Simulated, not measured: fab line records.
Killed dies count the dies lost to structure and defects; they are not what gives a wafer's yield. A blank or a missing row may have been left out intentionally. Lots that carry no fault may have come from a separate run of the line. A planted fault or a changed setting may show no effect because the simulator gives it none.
Matching of chambers | flow gf180mcu | pecvd-02 running GF_PASSIVATION_CVD_00: 3 sister chambers
The step deposits SiO2 from TEOS, target thk 1000 nm, time 111.95 s. 3 wafers are shown with their chamber, then 7 later ones without.

== WAFERS WITH THEIR CHAMBER ==
wafer  | chamber | heaterPowerW (W)
L428.4 | 0       | 493
L431.1 | 2       | 564
L431.4 | 1       | 539

== WAFERS WITHOUT THEIR CHAMBER ==
wafer  | heaterPowerW (W)
L431.5 | 469
L435.1 | 611
L435.3 | 590
L435.6 | 494
L437.4 | 511
L437.5 | 719
L437.6 | 584

== CHAMBER TAKEN BY EACH ==
wafer  | from the rows above          | in truth
L431.5 | can't be placed: 0 or 1 or 2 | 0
L435.1 | can't be placed: 2 or 1 or 0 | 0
L435.3 | can't be placed: 2 or 1 or 0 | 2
L435.6 | can't be placed: 0 or 1 or 2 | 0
L437.4 | can't be placed: 0 or 1 or 2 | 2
L437.5 | can't be placed: 2 or 1 or 0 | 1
L437.6 | can't be placed: 2 or 1 or 0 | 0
0 of 7 placed correctly. Cannot be placed on the basis of these rows: 7; the candidates contain the true chamber in 7. Wrongly placed: 0.
How it was worked out, from the rows above alone: a wafer's distance from a chamber is the root of the sum, over the readings, of the square of ((its reading less the chamber's mean) divided by the reading's scatter). If the next closest chamber is less than 2 further off than the closest, the wafer can't be placed; otherwise it belongs to the closest. For every chamber, the mean is computed from those of its wafers that are shown. The scatter: with one shown wafer a chamber, the root of the mean of the squares of how far each hidden wafer lies from its nearest shown one.
